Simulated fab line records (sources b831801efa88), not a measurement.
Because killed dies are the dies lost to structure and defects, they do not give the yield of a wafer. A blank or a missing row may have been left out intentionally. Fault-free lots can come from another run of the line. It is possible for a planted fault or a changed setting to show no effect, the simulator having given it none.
Chamber matching / flow sfq_line / cmp-02 running SFQ_TRILAYER_I0_CMP_CMP_028: 4 sister chambers
The step polishes SiO2. 16 wafers are shown with their chamber, then 8 later ones without.

== WAFERS, EACH WITH ITS CHAMBER ==
wafer=L135.3; chamber=2; motor_current_A (A)=9.7; slurry_flow_ml_min=149.6; time_to_endpoint_s (s)=218
wafer=L135.4; chamber=3; motor_current_A (A)=9.6; slurry_flow_ml_min=149.2; time_to_endpoint_s (s)=209
wafer=L135.6; chamber=2; motor_current_A (A)=9.8; slurry_flow_ml_min=149.9; time_to_endpoint_s (s)=221
wafer=L137.3; chamber=0; motor_current_A (A)=10.9; slurry_flow_ml_min=149.6; time_to_endpoint_s (s)=215
wafer=L137.1; chamber=2; motor_current_A (A)=9.8; slurry_flow_ml_min=150.0; time_to_endpoint_s (s)=227
wafer=L137.4; chamber=3; motor_current_A (A)=9.5; slurry_flow_ml_min=149.3; time_to_endpoint_s (s)=227
wafer=L139.2; chamber=3; motor_current_A (A)=9.6; slurry_flow_ml_min=149.8; time_to_endpoint_s (s)=210
wafer=L139.3; chamber=0; motor_current_A (A)=10.3; slurry_flow_ml_min=149.6; time_to_endpoint_s (s)=208
wafer=L139.4; chamber=1; motor_current_A (A)=9.8; slurry_flow_ml_min=149.6; time_to_endpoint_s (s)=215
wafer=L141.3; chamber=1; motor_current_A (A)=10.1; slurry_flow_ml_min=150.4; time_to_endpoint_s (s)=212
wafer=L141.5; chamber=1; motor_current_A (A)=10.3; slurry_flow_ml_min=150.5; time_to_endpoint_s (s)=210
wafer=L141.6; chamber=0; motor_current_A (A)=10.4; slurry_flow_ml_min=149.5; time_to_endpoint_s (s)=226
wafer=L145.3; chamber=0; motor_current_A (A)=10.6; slurry_flow_ml_min=150.0; time_to_endpoint_s (s)=222
wafer=L145.2; chamber=2; motor_current_A (A)=9.9; slurry_flow_ml_min=149.7; time_to_endpoint_s (s)=222
wafer=L145.5; chamber=3; motor_current_A (A)=9.1; slurry_flow_ml_min=150.3; time_to_endpoint_s (s)=234
wafer=L147.2; chamber=0; motor_current_A (A)=9.8; slurry_flow_ml_min=149.8; time_to_endpoint_s (s)=210

SIGNATURES (averages over the wafers above)
reading=motor_current_A; chamber 0=10.400; chamber 1=10.067; chamber 2=9.800; chamber 3=9.450; scatter within a chamber=0.285
reading=slurry_flow_ml_min; chamber 0=149.700; chamber 1=150.167; chamber 2=149.800; chamber 3=149.650; scatter within a chamber=0.356
reading=time_to_endpoint_s; chamber 0=216.20; chamber 1=212.33; chamber 2=222.00; chamber 3=220.00; scatter within a chamber=7.94
Rule: a wafer's distance from a chamber is the root of the sum, over the readings, of the square of ((its reading less the chamber's mean) divided by the reading's scatter). If the next closest chamber is less than 2 further off than the closest, the wafer can't be placed; otherwise it belongs to the closest. The scatter is the square root of a quotient: the sum, over the shown wafers, of each reading's squared deviation from its chamber's mean, divided by wafers minus chambers.

== WAFERS WHOSE CHAMBER IS MISSING ==
wafer=L147.3; motor_current_A (A)=9.5; slurry_flow_ml_min=150.1; time_to_endpoint_s (s)=202
wafer=L147.5; motor_current_A (A)=9.6; slurry_flow_ml_min=149.8; time_to_endpoint_s (s)=214
wafer=L151.2; motor_current_A (A)=9.5; slurry_flow_ml_min=149.0; time_to_endpoint_s (s)=208
wafer=L151.5; motor_current_A (A)=10.0; slurry_flow_ml_min=149.1; time_to_endpoint_s (s)=222
wafer=L151.6; motor_current_A (A)=9.7; slurry_flow_ml_min=149.9; time_to_endpoint_s (s)=218
wafer=L157.1; motor_current_A (A)=9.5; slurry_flow_ml_min=150.0; time_to_endpoint_s (s)=216
wafer=L157.2; motor_current_A (A)=9.6; slurry_flow_ml_min=150.1; time_to_endpoint_s (s)=222
wafer=L157.6; motor_current_A (A)=9.9; slurry_flow_ml_min=150.5; time_to_endpoint_s (s)=221

== WHICH CHAMBER EACH WENT THROUGH ==
wafer=L147.3; from the rows above=can't be placed: 1 or 3 or 2 or 0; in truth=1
wafer=L147.5; from the rows above=can't be placed: 3 or 2 or 1 or 0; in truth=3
wafer=L151.2; from the rows above=can't be placed: 3 or 2 or 0 or 1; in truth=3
wafer=L151.5; from the rows above=can't be placed: 2 or 0 or 3 or 1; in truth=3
wafer=L151.6; from the rows above=can't be placed: 2 or 3 or 1 or 0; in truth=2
wafer=L157.1; from the rows above=can't be placed: 3 or 2 or 1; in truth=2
wafer=L157.2; from the rows above=can't be placed: 2 or 3 or 1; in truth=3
wafer=L157.6; from the rows above=can't be placed: 1 or 2 or 3 or 0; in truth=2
Placed correctly: 0 of 8. Cannot be placed on the basis of these rows: 8; the candidates contain the true chamber in 8. Number placed wrongly: 0.
